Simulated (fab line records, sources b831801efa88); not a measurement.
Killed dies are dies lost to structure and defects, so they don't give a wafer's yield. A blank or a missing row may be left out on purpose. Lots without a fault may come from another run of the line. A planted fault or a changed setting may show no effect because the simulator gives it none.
Chamber matching | flow sky130 | SKY_FIELD_ISO_CMP_27 on cmp-01: 4 sister chambers
The step polishes, stops on Si3N4, t overpolish 16 s, target thk 457.8 nm. 8 wafers are shown with their chamber, then 8 later ones without.

WAFERS WITH THEIR CHAMBER
wafer  | chamber | motor_current_A (A) | platen_rpm (rpm)
L218.1 | 0       | 12.8                | 60.04
L218.6 | 0       | 12.3                | 60.02
L222.4 | 1       | 10.7                | 59.99
L222.6 | 2       | 13.2                | 60.01
L224.1 | 2       | 13.0                | 60.09
L224.2 | 3       | 12.7                | 60.05
L224.4 | 1       | 10.9                | 59.94
L225.1 | 3       | 12.0                | 60.04

WAFERS WITHOUT THEIR CHAMBER
wafer  | motor_current_A (A) | platen_rpm (rpm)
L225.3 | 13.0                | 60.03
L225.5 | 12.4                | 60.06
L229.2 | 13.2                | 60.02
L229.4 | 12.5                | 59.99
L229.5 | 11.7                | 60.07
L230.2 | 12.5                | 59.98
L230.3 | 10.7                | 60.05
L230.4 | 12.7                | 60.02

WHICH CHAMBER EACH WENT THROUGH
wafer  | from the rows above          | in truth
L225.3 | can't be placed: 2 or 0 or 3 | 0
L225.5 | can't be placed: 3 or 0 or 2 | 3
L229.2 | can't be placed: 2 or 0 or 3 | 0
L229.4 | can't be placed: 0 or 3 or 2 | 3
L229.5 | can't be placed: 3 or 0      | 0
L230.2 | can't be placed: 0 or 3 or 2 | 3
L230.3 | 1                            | 1
L230.4 | can't be placed: 0 or 3 or 2 | 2
Placed correctly: 1 of 8. Can't be placed from these rows: 7 (the true chamber is among the candidates in 7). Placed wrongly: 0.
How it was worked out, from the rows above alone: a wafer's distance from a chamber is the root of the sum, over the readings, of the square of ((its reading less the chamber's mean) divided by the reading's scatter). The wafer belongs to the nearest chamber; if the next one is less than 2 further off, it can't be placed. A chamber's mean is the mean of its shown wafers. The scatter: the root of (the sum of the squares of (reading less its chamber's mean) over the shown wafers, divided by (wafers less chambers)).
